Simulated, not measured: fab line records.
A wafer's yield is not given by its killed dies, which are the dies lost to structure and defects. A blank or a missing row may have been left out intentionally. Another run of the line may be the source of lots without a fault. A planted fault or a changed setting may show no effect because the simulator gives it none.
A struck lot beside a sound one :: flow gf180mcu :: 16 steps out of a route of 602
Sound: these wafers, L720.1, L720.2, L720.5. Wafers L736.3, L736.4 were the ones struck. The cause is given at the end.
For every step that has rows: the tool of each side, followed by ch and its chambers, followed by its first start. Under that, the readings that differ: sound wafers :: struck wafers :: difference of the means :: sigmas: that difference in standard deviations of wafers without a fault.
alike: readings whose means differ by less than 2 such deviations, and words and numbers that are the same on both sides. not compared: withheld readings, readings that some wafer has no value for, bounds like >300 that may hide the same value, and numbers for which the record gives no deviation and whose values overlap.
The two part at a step that has a row with sigmas, a row that says differs or no value, or rows on one side only. Numbers that have no deviation but don't overlap get no sigmas and don't part them. A reading that every wafer of one side lacks parts them only if that side has two wafers or more.

first, 1 step without rows for these wafers: GF_STI_DEVELOP_11 (develop time 60 s).
GF_STI_CD_MEAS_12 targets a cd of 220 nm.
  struck on cd-sem-02, day 6 02:45; sound on cd-sem-02, day 2 16:21
  alike: cd-nm
GF_STI_ETCH_13: etches the open film in CHF3/O2, stops on Si, target depth 282.31 nm, time 112.9 s.
  sound on rie-diel-01 ch 0,1,2, day 2 16:28; struck on rie-diel-03 ch 1,2, day 6 02:50
reading: oes-product-au (a.u.)
sound: 0.815 0.822 0.836
struck: 0.841 0.836
difference: +0.014
sigmas: +2
  alike: chamber-pressure-mTorr, chf3-flow-sccm, drypump-motor-current-A, throttle-valve-pct
  not compared: rf-hours-counter-h
GF_STI_ETCH_14: etches Si in HBr/Cl2/O2, target depth 360 nm, time 102.9 s.
  sound on rie-si-02 ch 0,1,3, day 2 16:33; struck on rie-si-01 ch 0,1, day 6 02:55
  alike: chamber-pressure-mTorr, drypump-motor-current-A, he-backside-leak-sccm, oes-product-au, throttle-valve-pct
  not compared: rf-hours-counter-h
GF_STI_STRIP_15: strips in O2/N2.
  sound on plasma-asher-03 ch 0,1, day 2 16:38; struck on plasma-asher-02 ch 0,1, day 6 03:01
reading: oes-product-au (a.u.)
sound: 0.390 0.383 0.386
struck: 0.370 0.380
difference: -0.011
sigmas: -2

reading: strip-time-to-endpoint-s (s)
sound: 3.76 3.72 3.75
struck: 3.64 3.65
difference: -0.10
sigmas: -2
  alike: chamber-pressure-mTorr, drypump-motor-current-A, heater-power-w, o2-flow-sccm
  not compared: rf-hours-counter-h
then, 6 steps without rows for these wafers: GF_STI_CLEAN_16 (cleans in dHF, time 25 s); GF_STI_WET_ETCH_17 (etches Si3N4 in H3PO4, target depth 45 nm, time 514 s); GF_STI_CLEAN_18 (cleans in SC1/SC2, time 150 s); GF_STI_CLEAN_19 (cleans in dHF, time 20 s); GF_STI_WET_ETCH_20 (etches SiO2 in dHF, target depth 20 nm, time 400 s); GF_STI_OXIDATION_21 (stabilise 600 s, purge 300 s, target thk 15 nm).
GF_STI_THK_MEAS_22:
  struck on film-metro-03, day 6 04:38; sound on film-metro-01, day 2 18:39
  alike: STI_OXIDATION_01_THK
GF_STI_CVD_23: deposits SiO2, target thk 650 nm, time 108.3 s.
  sound on hdpcvd-02 ch 0,1,2, day 2 18:43; struck on hdpcvd-02 ch 1,2, day 6 04:40
reading: model.SiO2_of_STI_CVD_23.thk-nm (nm)
sound: 640.7 649.4 635.9
struck: 602.6 597.4
difference: -42.0
sigmas: 
GF_STI_THK_MEAS_24:
  struck on film-metro-03, day 6 04:46; sound on film-metro-01, day 2 18:47
reading: STI_CVD_23_THK (nm)
sound: 640 649 636
struck: 602 598
difference: -42
sigmas: -6
GF_STI_CMP_25: polishes, stops on Si3N4, t overpolish 33 s, target thk 524.6 nm.
  sound on cmp-01 ch 0,1, day 2 18:50; struck on cmp-01 ch 0,2, day 6 04:48
  alike: motor-current-A, slurry-filter-dp-kPa
then, 1 step without rows for these wafers: GF_PASSIVATION_PROBE_99.

WHERE THEY PART
Earliest at GF_STI_ETCH_13; latest, in this record, at GF_STI_THK_MEAS_24. Later steps at which nothing parts them and some readings are alike: GF_STI_CMP_25.

WHY: what the simulator had put in
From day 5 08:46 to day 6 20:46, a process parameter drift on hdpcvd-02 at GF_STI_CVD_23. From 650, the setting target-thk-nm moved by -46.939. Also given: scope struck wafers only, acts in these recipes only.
